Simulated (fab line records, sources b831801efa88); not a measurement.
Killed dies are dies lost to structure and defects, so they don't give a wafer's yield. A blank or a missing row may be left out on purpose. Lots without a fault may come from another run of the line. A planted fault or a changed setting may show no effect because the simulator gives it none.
A struck lot beside a sound one | flow sky130 | 31 steps out of a route of 708
Sound: wafers L906.2, L906.5, L906.6. Struck: wafers L915.2, L915.3, L915.5. The cause comes at the end.
At each step with rows: each side's tool, then ch and its chambers, then its first start. Under that, the readings that differ: sound wafers | struck wafers | difference of the means | sigmas: that difference in standard deviations of wafers without a fault.
alike: readings whose means differ by less than 2 such deviations, and words and numbers that are the same on both sides. not compared: withheld readings, readings that some wafer has no value for, bounds like >300 that may hide the same value, and numbers for which the record gives no deviation and whose values overlap.
The two part at a step that has a row with sigmas, a row that says differs or no value, or rows on one side only. Numbers that don't overlap but have no deviation are shown without sigmas and don't part them. A reading that every wafer of one side lacks parts them only if that side has two wafers or more.

SKY_VIA1_ETCH_15: etches SiO2 in C4F8/O2/Ar, stops on TiN, target depth 351 nm, time 54 s.
  sound on rie_diel-04 ch 0,2,3, day 34 06:30; struck on rie_diel-02 ch 1,2,3, day 37 02:23
  alike: oes_product_au
  not compared: rf_hours_counter_h
SKY_VIA1_STRIP_16: strips in O2/N2.
  sound on plasma_asher-02 ch 0,1, day 34 06:33; struck on plasma_asher-01 ch 0,1, day 37 02:26
  alike: drypump_motor_current_A, oes_product_au, strip_time_to_endpoint_s
  not compared: rf_hours_counter_h
then, 4 steps without rows for these wafers: SKY_VIA1_STRIP_17 (strips in post etch residue remover, time 1200 s); SKY_VIA1_CLEAN_18 (cleans in IPA, time 180 s); SKY_VIA1_CLEAN_19 (cleans in O3/DIW); SKY_VIA1_SPUTTER_20 (material TiN, target thk 20 nm, time 80 s).
SKY_VIA1_CVD_21: deposits W, target thk 270 nm, time 80.902 s.
  sound on cvd_w-02 ch 0,1, day 34 07:12; struck on cvd_w-01 ch 0,1, day 37 03:05
  alike: heater_power_outer_w, heater_power_w
SKY_VIA1_RS_MEAS_22: measures by four-point-probe.
  sound on film_metro-02, day 34 07:19; struck on film_metro-03, day 37 03:12
  reading            | sound             | struck            | difference | sigmas
  VIA1_W_RS (ohm/sq) | 0.424 0.425 0.427 | 0.420 0.403 0.403 | -0.017     | -2
SKY_VIA1_THK_MEAS_23: measures by xrf.
  sound on film_metro-02, day 34 07:25; struck on film_metro-03, day 37 03:19
  alike: VIA1_W_THK
SKY_VIA1_CMP_24: polishes, stops on SiO2, t overpolish 15 s, target thk 0 nm.
  sound on cmp-01 ch 0,1,3, day 34 07:38; struck on cmp-01 ch 0,1,3, day 37 03:28
  alike: edge_zone_pressure_frac, motor_current_A, overpolish_run_s, platen_rpm, time_to_endpoint_s
then, 2 steps without rows for these wafers: SKY_METAL2_SPUTTER_00 (material Ti, target thk 15 nm, time 10 s); SKY_METAL2_SPUTTER_01 (material TiN, target thk 20 nm, time 16.7 s).
SKY_METAL2_SPUTTER_02: material AlCu, target thk 250 nm, time 13.3 s.
  sound on pvd_sputter-01, day 34 07:50; struck on pvd_sputter-01, day 37 03:43
  reading                                     | sound             | struck            | difference | sigmas
  cathode_dc_power_W (W)                      | 10600 10603 10603 | 10086 10088 10090 | -514       | -99 or more
  model.AlCu_of_METAL2_SPUTTER_02.thk_nm (nm) | 249.4 250.6 249.6 | 240.5 238 238.9   | -10.7      |
  alike: throttle_valve_pct
then, 2 steps without rows for these wafers: SKY_METAL2_SPUTTER_03 (material Ti, target thk 5 nm, time 3.3 s); SKY_METAL2_SPUTTER_04 (material TiN, target thk 70 nm, time 61.14 s).
SKY_METAL2_RS_MEAS_05: measures by four-point-probe.
  sound on film_metro-01, day 34 07:56; struck on film_metro-01, day 37 04:07
  reading                 | sound                | struck               | difference | sigmas
  METAL2_ALCU_RS (ohm/sq) | 0.1270 0.1264 0.1270 | 0.1311 0.1328 0.1325 | +0.0053    | +4
  not compared: hold
SKY_METAL2_THK_MEAS_06: measures by xrf.
  sound on film_metro-01, day 34 08:03; struck on film_metro-01, day 37 12:11
  reading              | sound             | struck            | difference | sigmas
  METAL2_ALCU_THK (nm) | 250.2 248.6 248.6 | 241.3 238.6 237.7 | -9.9       | -4
  not compared: hold
then, 7 steps without rows for these wafers: SKY_METAL2_HMDS_08 (prime time 60 s); SKY_METAL2_COAT_09 (resist thk 60 nm); SKY_METAL2_COAT_10 (resist thk 450 nm); SKY_METAL2_SOFTBAKE_11 (time 90 s); SKY_METAL2_EXPOSE_12 (exposes mask MM2, target cd 140 nm); SKY_METAL2_PEB_13; SKY_METAL2_DEVELOP_14 (develop time 60 s).
SKY_METAL2_CD_MEAS_15: target cd 140 nm.
  sound on cd_sem-02, day 35 10:22; struck on cd_sem-01, day 38 04:42
  reading    | sound             | struck            | difference | sigmas
  cd_nm (nm) | 139.1 140.4 139.9 | 137.3 136.6 136.9 | -2.9       | -2
SKY_METAL2_OVL_MEAS_16:
  sound on overlay-01, day 35 10:29; struck on overlay-01, day 38 04:49
  alike: METAL2_OVL
then, 2 steps without rows for these wafers: SKY_METAL2_DESCUM_17 (chemistry O2, time 8 s); SKY_METAL2_ETCH_18 (etches BARC in N2/H2, stops on SiO2, time 45.9 s, target depth 60 nm).
SKY_METAL2_METAL_ETCH_19: etches the open film in Cl2/BCl3, stops on SiO2, target depth 360 nm, time 78 s.
  sound on rie_metal-01 ch 0,1, day 35 10:37; struck on rie_metal-02 ch 0,1, day 38 04:56
  reading                            | sound             | struck            | difference | sigmas
  model.METAL2.feature_depth_nm (nm) | 364.6 364.4 363.7 | 354.7 352.2 354.7 | -10.4      |
  model.etch.depth_nm (nm)           | 364.6 364.4 363.7 | 354.7 352.2 354.7 | -10.4      |
  alike: drypump_motor_current_A, oes_product_au, throttle_valve_pct
  not compared: rf_hours_counter_h
SKY_METAL2_STRIP_20: strips in O2/N2.
  sound on plasma_asher-03 ch 0,1, day 35 10:42; struck on plasma_asher-04 ch 0,1, day 38 05:01
  reading                      | sound          | struck         | difference | sigmas
  strip_time_to_endpoint_s (s) | 2.66 2.67 2.63 | 2.76 2.76 2.72 | +0.09      | +2
  alike: drypump_motor_current_A, oes_product_au
  not compared: rf_hours_counter_h
-- the record jumps here: 10 days lie between the struck wafers' starts before and after (it left off in module METAL2 and takes up again in module PAD_OPEN, whose first step shown is number 708 of the route) --
SKY_PAD_OPEN_PROBE_99:
  sound on prober-01, day 46 00:20; struck on prober-01, day 48 08:11
  reading                      | sound                | struck               | difference | sigmas
  model.etest.met2.line_ohm_um | 0.9352 0.9124 0.9168 | 1.006 0.992 1.023    | +0.086     |
  model.etest.met2.rs_ohm_sq   | 0.1281 0.1271 0.1285 | 0.1331 0.1343 0.1336 | +0.0058    |
  alike: defect_limited_yield, killed_at_M0_to_M3, killed_at_M4_up, killed_at_contacts, killed_at_front_end, killed_at_other, killed_dies, killed_on_rim, killed_open, killed_short, sort_bin_3_pad_short, sort_bin_5_function, sort_bin_6_memory, sort_n_pass, sort_yield_pct

WHERE THEY PART
First at SKY_VIA1_RS_MEAS_22; last, within this record, at SKY_METAL2_STRIP_20. Later steps at which nothing parts them and some readings are alike: SKY_PAD_OPEN_PROBE_99.

WHY: what the simulator had put in
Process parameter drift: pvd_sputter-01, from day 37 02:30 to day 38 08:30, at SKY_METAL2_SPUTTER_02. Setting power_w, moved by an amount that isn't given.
